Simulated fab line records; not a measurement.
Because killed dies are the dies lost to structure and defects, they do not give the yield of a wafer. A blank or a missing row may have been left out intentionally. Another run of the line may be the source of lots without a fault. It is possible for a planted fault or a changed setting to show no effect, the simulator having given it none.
What tool caused it? + flow sky130 + 12 lots, 36 wafers sampled, at 1 step of a route of 708

WHAT THE GAUGES READ, wafer by wafer
SKY_LDD_N_TW_MEAS_17.
| lot  | measured     | on            | LDD_N_TW       |
|------|--------------|---------------|----------------|
| L075 | day 18 03:11 | film-metro-04 | 2583 2574 2570 |
| L077 | day 18 20:29 | film-metro-04 | 2571 2564 2591 |
| L079 | day 19 19:45 | film-metro-03 | 2642 2660 2639 |
| L081 | day 20 09:49 | film-metro-04 | 2572 2573 2568 |
| L083 | day 21 02:51 | film-metro-02 | 2553 2565 2560 |
| L086 | day 22 01:40 | film-metro-03 | 2620 2635 2627 |
| L087 | day 22 17:47 | film-metro-04 | 2597 2599 2597 |
| L089 | day 23 17:46 | film-metro-04 | 2565 2568 2561 |
| L091 | day 24 08:55 | film-metro-04 | 2591 2586 2604 |
| L093 | day 24 18:38 | film-metro-02 | 2564 2572 2567 |
| L095 | day 25 10:09 | film-metro-03 | 2655 2658 2639 |
| L096 | day 28 00:15 | film-metro-02 | 2577 2577 2566 |

TOOL THAT RAN EACH LOT (tool first, then ch and the chambers of the sampled wafers, then the start)
There is no process step in the record ahead of these readings.

THE ANSWER, worked out from the rows above alone
Rule: the lots themselves supply what counts as usual. The widest of any qualifying gaps counts: lots, ordered by their means at a reading, are off when they make up no more than a third of the lots, leave a main group of 4 or more, and stand apart from it by 3 or more times the standard deviation of that group's means. The tables above print the reading to a certain number of digits; a main group whose means all agree to those digits is not used. A lot without any number at a reading at which 4 lots or more have one is off too. All remaining lots with rows at the step are treated as sound.
No lot is off at any reading shown: from this, nothing can be told.

WHAT HAD BEEN PUT IN BY THE SIMULATOR
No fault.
